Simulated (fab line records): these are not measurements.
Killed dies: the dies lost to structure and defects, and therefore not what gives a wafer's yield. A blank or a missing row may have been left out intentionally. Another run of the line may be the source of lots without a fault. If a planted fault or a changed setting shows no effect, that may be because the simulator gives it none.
Chamber matching | flow sky130 | SKY_SPACER_ETCHBACK_02 on rieDiel-04 has 4 sister chambers
The step etches Si3N4 in CH3F/O2, stops on SiO2, time 46.7 s, target depth 45 nm. 8 wafers are shown with their chamber, then 8 later ones without.

## EACH WAFER AND ITS CHAMBER
wafer  | chamber | drypumpMotorCurrentA (A) | oesProductAu (a.u.)
L237.5 | 0       | 6.2                      | 0.866
L238.5 | 0       | 6.2                      | 0.866
L240.2 | 3       | 4.9                      | 0.854
L248.3 | 3       | 4.9                      | 0.845
L255.1 | 1       | 6.3                      | 0.853
L255.5 | 2       | 5.6                      | 0.851
L255.6 | 1       | 6.3                      | 0.861
L257.2 | 2       | 5.5                      | 0.850

## WAFERS WITH NO CHAMBER GIVEN
wafer  | drypumpMotorCurrentA (A) | oesProductAu (a.u.)
L257.4 | 6.3                      | 0.861
L257.5 | 6.3                      | 0.858
L258.1 | 6.2                      | 0.855
L258.2 | 5.5                      | 0.854
L258.6 | 5.5                      | 0.853
L259.3 | 5.5                      | 0.853
L259.5 | 4.9                      | 0.857
L259.6 | 5.5                      | 0.848

## WHICH CHAMBER EACH WENT THROUGH
wafer  | from the rows above     | in truth
L257.4 | 1                       | 1
L257.5 | 1                       | 1
L258.1 | can't be placed: 0 or 1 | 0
L258.2 | 2                       | 2
L258.6 | 2                       | 2
L259.3 | 2                       | 2
L259.5 | 3                       | 3
L259.6 | 2                       | 2
7 of 8 placed correctly. Can't be placed from these rows: 1 (the true chamber is among the candidates in 1). Number placed wrongly: 0.
How it was worked out, from the rows above alone: a wafer's distance from a chamber is the root of the sum, over the readings, of the square of ((its reading less the chamber's mean) divided by the reading's scatter). The wafer belongs to the nearest chamber; if the next one is less than 2 further off, it can't be placed. Each chamber's mean is taken over the wafers shown for it. The scatter: take each reading less its chamber's mean, square it, sum over the shown wafers, divide by the number of wafers less the number of chambers, and take the root.
